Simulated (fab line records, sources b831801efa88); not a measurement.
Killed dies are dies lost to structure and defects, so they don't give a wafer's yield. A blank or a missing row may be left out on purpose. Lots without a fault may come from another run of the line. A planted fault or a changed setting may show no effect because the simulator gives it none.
fab line records | flow sky130
record lots=6 wafers=18 last_day=50
route steps=708 shown FIELD_ISO@29 NWELL@32 DNWELL@35
lots that met no fault: from a run of the same line without faults
start_h: hours from the record's first day to the start of the lot's first wafer shown | wait_h: hours since the lot's step before | " the same as in the row above | L1.1+2: a row that stands for several wafers | - no value, or no start given | * or withheld: withheld | < > ~ a bound
route shown NAME@n: a module of which the file shows steps, and the number in the route of the first | usual: mean/standard deviation of fault-free wafers | same: alike in all rows | chamber/n: place in a boat | sites: the reading at each site | _std_site: their standard deviation | _edge_site: outer sites' mean less inner sites' | radius_mm: how far each site lies from the wafer's centre | mask NAME#n: copy n | behind: the tool/chamber that last shaped the wafer | hold: why the lot was held/for how many hours/how that ended | device: the transistor (n, p or np) that didn't switch | end of line: the same wafers' tests at the end of the route | a step without rows: its recipe alone | killed: dies lost to structure and defects at the first sort, not the wafer's yield | map: a wafer's dies, x killed, . not, _ none there
set.NAME: the setting as run; set.NAME@STEP: as run at that earlier step | model.NAME: the simulator's own value behind a step, which no gauge read
lots at some steps of the route; a table a step, a row a wafer
services: from which hour (start_h, from the record's first day; less than 0 if before it) a tool's chamber was out of use, for how many hours, and why
## steps
# step SKY_FIELD_ISO_WET_ETCH_28
# recipe chemistry=dHF target_depth_nm=23.7 target=SiO2 dilution=10:1 temp_c=25 time_s=47
# step SKY_FIELD_ISO_WET_ETCH_29
# recipe chemistry=H3PO4 target_depth_nm=160 target=Si3N4 temp_c=160 time_s=1825
# step SKY_FIELD_ISO_WET_ETCH_30
# recipe chemistry=dHF target_depth_nm=25 target=SiO2 dilution=10:1 temp_c=25 time_s=48.24
# step SKY_NWELL_CLEAN_00
# recipe chemistry=SC1/SC2 mix=1:4:20 temp_c=70 time_s=150 dry=n2_spin
# step SKY_NWELL_OXIDATION_01
# recipe temp_c=900 ambient=O2 stabilise_s=600 purge_s=300 target_thk_a=100 ox_time_s=1418
# step SKY_NWELL_THK_MEAS_02
# recipe reads=SiO2_of_NWELL_OXIDATION_01
# usual NWELL_OXIDATION_THK=10.05/0.17
# columns lot.wafer tool chamber start_h wait_h NWELL_OXIDATION_THK[nm]
L448.2 film_metro-03 - 88.53 0.0 10.08
L448.3 " - " " 10.07
L448.6 " - " " 10.11
L449.2 film_metro-03 - 96.13 0.0 10.10
L449.3 " - " " 10.08
L449.5 " - " " 10.18
L455.1 film_metro-02 - 129.31 0.0 9.91
L455.2 " - " " 10.03
L455.4 " - " " 10.12
L456.1 film_metro-02 - 134.47 0.0 10.11
L456.4 " - " " 10.01
L456.5 " - " " 10.06
L460.3 film_metro-03 - 150.63 0.0 10.49
L460.5 " - " " 10.44
L460.6 " - " " 10.40
L461.4 film_metro-03 - 168.12 0.0 9.98
L461.5 " - " " 9.91
L461.6 " - " " 10.09
# step SKY_DNWELL_DEHYDRATE_00
# recipe temp_c=200 time_s=60
# step SKY_DNWELL_HMDS_01
# recipe prime_time_s=60 prime_temp_c=120
# step SKY_DNWELL_COAT_02
# recipe spin_rpm=2000 resist_thk_nm=3000
# step SKY_DNWELL_SOFTBAKE_03
# recipe temp_c=110 time_s=withheld
# step SKY_DNWELL_EXPOSE_04
# recipe mask_id=DNM na=0.57 target_cd_nm=3000 dose_mj=222
# step SKY_DNWELL_PEB_05
# recipe temp_c=115 time_s=withheld
# step SKY_DNWELL_DEVELOP_06
# recipe wall_angle_deg=90 developer=TMAH develop_time_s=60 dev_temp_c=23
# usual chill_plate_temp_C=23.02/0.1 develop_time_s=60/0 resist_line_temp_C=22.99/0.11
# columns lot.wafer tool chamber start_h wait_h chill_plate_temp_C develop_time_s resist_line_temp_C
L448.2 litho_track-03 0 106 - 23.22 60 22.97
L448.3 " 0 " " 23.12 60 22.87
L448.6 " 0 " " 23.02 60 22.97
L449.2 litho_track-03 0 112 - 23.09 60 23.00
L449.3 " 0 113 - 23.00 60 22.89
L449.5 " 0 " " 22.92 60 23.13
L455.1 litho_track-03 - 147 - - - -
L455.2 " - " " - - -
L455.4 " - " " - - -
L456.1 litho_track-01 - 153 - - - -
L456.4 " - " " - - -
L456.5 " - " " - - -
L460.3 litho_track-03 0 170 - 23.02 60 22.91
L460.5 " 0 " " 23.09 60 23.17
L460.6 " 0 " " 22.98 60 22.93
L461.4 litho_track-03 0 188 - 22.92 60 23.08
L461.5 " 0 " " 22.84 60 23.11
L461.6 " 0 " " 22.74 60 22.97
# step SKY_DNWELL_IMPLANT_07
# recipe species=P energy_kev=withheld dose_cm2=withheld tilt_deg=withheld
# step SKY_DNWELL_STRIP_08
# recipe chemistry=O2/N2 power_w=1400 pressure_mtorr=1500 platen_temp_c=withheld o2_flow_sccm=3000 n2_flow_sccm=300 overash_fraction=0.5
# usual drypump_motor_current_A=6.0/0.44 oes_product_au=0.722/0.0046 strip_time_to_endpoint_s=36.93/0.11
# columns lot.wafer tool chamber start_h wait_h drypump_motor_current_A oes_product_au rf_hours_counter_h strip_time_to_endpoint_s
L448.2 plasma_asher-01 1 106.55 0.1 5.9 0.727 44 36.86
L448.3 " 1 " " 5.9 0.715 - 36.89
L448.6 " 0 " " 6.7 0.715 - 36.83
L449.2 plasma_asher-02 1 113.25 0.1 5.7 0.721 46 36.85
L449.3 " 0 " " 6.1 0.717 - 36.81
L449.5 " 0 " " 6.1 0.724 - 36.76
L455.1 plasma_asher-01 0 147.30 0.1 6.7 0.722 3 36.93
L455.2 " 1 " " 5.9 0.739 3 36.89
L455.4 " 1 " " 5.9 0.727 - 37.00
L456.1 plasma_asher-01 1 154.00 0.1 5.9 0.720 4 36.73
L456.4 " 1 " " 5.9 0.726 - 36.98
L456.5 " 1 " " 5.9 0.717 - 36.98
L460.3 plasma_asher-04 1 170.78 0.1 6.3 0.724 - 37.10
L460.5 " 1 " " 6.3 0.718 - 37.13
L460.6 " 0 " " 5.4 0.721 - 37.07
L461.4 plasma_asher-01 0 189.08 0.1 6.7 0.719 - 36.70
L461.5 " 0 " " 6.7 0.731 - 36.75
L461.6 " 1 " " 5.9 0.718 - 36.75
# step SKY_DNWELL_TW_MEAS_09
# usual DNWELL_TW=1125/7.4
# columns lot.wafer tool chamber start_h wait_h hold DNWELL_TW
L448.2 film_metro-03 - 106.66 0.1 - 1122
L448.3 " - " " - 1131
L448.6 " - " " - 1125
L449.2 film_metro-03 - 113.36 0.1 - 1133
L449.3 " - " " - 1130
L449.5 " - " " - 1130
L455.1 film_metro-02 - 147.40 0.1 await_dispo/0.2h/release 30
L455.2 " - " " await_dispo/0.2h/release 30
L455.4 " - " " await_dispo/0.2h/release 30
L455.1 film_metro-02 - 147.63 0.2 - 30
L455.2 " - " " - 30
L455.4 " - " " - 30
L456.1 film_metro-03 - 154.10 0.1 await_dispo/0.2h/release 30
L456.4 " - " " await_dispo/0.2h/release 30
L456.5 " - " " await_dispo/0.2h/release 30
L456.1 film_metro-03 - 154.33 0.2 - 30
L456.4 " - " " - 30
L456.5 " - " " - 30
L460.3 film_metro-03 - 170.87 0.1 - 1127
L460.5 " - " " - 1128
L460.6 " - " " - 1127
L461.4 film_metro-02 - 189.18 0.1 - 1121
L461.5 " - " " - 1121
L461.6 " - " " - 1125
## services
# columns tool chamber start_h hours kind
plasma_asher-02 - 92.35 0.8 repair
plasma_asher-01 - 108.75 9.0 pm
plasma_asher-01 0 108.75 9.0 vent_cycle
plasma_asher-01 1 108.75 9.0 vent_cycle
plasma_asher-01 0 117.75 - clean
plasma_asher-01 1 117.75 - clean
## key
first_sign step=SKY_DNWELL_DEVELOP_06 reading=tool_record direction=missing
effect step=SKY_DNWELL_TW_MEAS_09 reading=visit direction=added
effect step=SKY_DNWELL_TW_MEAS_09 reading=DNWELL_TW direction=down sigmas=99+ usual=1125 struck=30
met_at SKY_DNWELL_DEVELOP_06
struck_wafers L455.1,L455.2,L455.4,L456.1,L456.4,L456.5
scrapped_behind SKY_DNWELL_TW_MEAS_09 L455.1,L455.2,L455.4,L456.1,L456.4,L456.5
onset_between 112 147
fault kind=skipped_step_whole tool=litho_track-01,litho_track-03 chamber=- onset_h=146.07 steps=SKY_DNWELL_DEVELOP_06 scope=struck_lots_only
